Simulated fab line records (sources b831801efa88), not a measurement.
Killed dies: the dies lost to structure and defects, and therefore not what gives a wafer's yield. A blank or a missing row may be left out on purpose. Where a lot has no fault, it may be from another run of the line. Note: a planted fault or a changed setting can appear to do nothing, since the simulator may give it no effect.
Matching of chambers :: flow sky130 :: SKY_CONTACT_CMP_27 on cmp-02: 4 sister chambers
The step polishes, stops on SiO2, t overpolish 15 s, target thk 0 nm. 14 wafers are shown with their chamber, then 7 later ones without.

== WAFERS WITH THEIR CHAMBER ==
wafer: L294.1
chamber: 2
motor-current-A (A): 11.1
time-to-endpoint-s (s): 80.2
overpolish-run-s (s): 15.002

wafer: L294.2
chamber: 3
motor-current-A (A): 12.3
time-to-endpoint-s (s): 80.7
overpolish-run-s (s): 14.996

wafer: L294.3
chamber: 0
motor-current-A (A): 8.9
time-to-endpoint-s (s): 80.9
overpolish-run-s (s): 14.988

wafer: L302.2
chamber: 3
motor-current-A (A): 12.5
time-to-endpoint-s (s): 85.4
overpolish-run-s (s): 14.997

wafer: L302.4
chamber: 0
motor-current-A (A): 9.0
time-to-endpoint-s (s): 82.7
overpolish-run-s (s): 14.981

wafer: L302.6
chamber: 2
motor-current-A (A): 11.2
time-to-endpoint-s (s): 80.3
overpolish-run-s (s): 15.005

wafer: L303.4
chamber: 3
motor-current-A (A): 12.2
time-to-endpoint-s (s): 83.5
overpolish-run-s (s): 14.992

wafer: L303.5
chamber: 3
motor-current-A (A): 12.5
time-to-endpoint-s (s): 82.4
overpolish-run-s (s): 14.979

wafer: L303.6
chamber: 0
motor-current-A (A): 9.2
time-to-endpoint-s (s): 82.4
overpolish-run-s (s): 14.998

wafer: L309.1
chamber: 1
motor-current-A (A): 10.9
time-to-endpoint-s (s): 88.0
overpolish-run-s (s): 14.983

wafer: L309.2
chamber: 3
motor-current-A (A): 11.9
time-to-endpoint-s (s): 86.6
overpolish-run-s (s): 14.991

wafer: L309.5
chamber: 1
motor-current-A (A): 11.5
time-to-endpoint-s (s): 85.0
overpolish-run-s (s): 15.008

wafer: L312.1
chamber: 2
motor-current-A (A): 11.4
time-to-endpoint-s (s): 83.5
overpolish-run-s (s): 14.995

wafer: L312.4
chamber: 0
motor-current-A (A): 8.9
time-to-endpoint-s (s): 81.3
overpolish-run-s (s): 15.019

SIGNATURES, as means of the wafers listed above
reading: motor-current-A
chamber 0: 9.000
chamber 1: 11.200
chamber 2: 11.233
chamber 3: 12.280
scatter within a chamber: 0.231

reading: time-to-endpoint-s
chamber 0: 81.825
chamber 1: 86.500
chamber 2: 81.333
chamber 3: 83.720
scatter within a chamber: 1.89

reading: overpolish-run-s
chamber 0: 14.99650
chamber 1: 14.99550
chamber 2: 15.00067
chamber 3: 14.99100
scatter within a chamber: 0.0118
Rule: for each reading, subtract the chamber's mean from the wafer's reading, divide by that reading's scatter and square the result; add these up over the readings and take the root, which gives the wafer's distance from the chamber. The wafer belongs to the nearest chamber; if the next one is less than 2 further off, it can't be placed. The scatter: the root of (the sum of the squares of (reading less its chamber's mean) over the shown wafers, divided by (wafers less chambers)).

== WAFERS WHOSE CHAMBER IS MISSING ==
wafer: L312.5
motor-current-A (A): 12.0
time-to-endpoint-s (s): 83.6
overpolish-run-s (s): 14.986

wafer: L315.2
motor-current-A (A): 12.9
time-to-endpoint-s (s): 87.0
overpolish-run-s (s): 14.998

wafer: L315.3
motor-current-A (A): 11.2
time-to-endpoint-s (s): 85.0
overpolish-run-s (s): 15.004

wafer: L315.4
motor-current-A (A): 11.5
time-to-endpoint-s (s): 84.7
overpolish-run-s (s): 15.013

wafer: L316.2
motor-current-A (A): 9.4
time-to-endpoint-s (s): 87.0
overpolish-run-s (s): 14.988

wafer: L316.5
motor-current-A (A): 10.5
time-to-endpoint-s (s): 86.7
overpolish-run-s (s): 15.004

wafer: L316.6
motor-current-A (A): 11.8
time-to-endpoint-s (s): 80.8
overpolish-run-s (s): 15.000

== WHICH CHAMBER EACH WENT THROUGH ==
wafer: L312.5
from the rows above: 3
in truth: 3

wafer: L315.2
from the rows above: 3
in truth: 3

wafer: L315.3
from the rows above: can't be placed: 1 or 2
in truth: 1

wafer: L315.4
from the rows above: can't be placed: 1 or 2 or 3
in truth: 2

wafer: L316.2
from the rows above: 0
in truth: 0

wafer: L316.5
from the rows above: can't be placed: 1 or 2
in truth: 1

wafer: L316.6
from the rows above: can't be placed: 2 or 3 or 1
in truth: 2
Correct placement for 3 of the 7. Not placeable from these rows: 4 (in 4, the candidates include the true chamber). 0 placed wrongly.
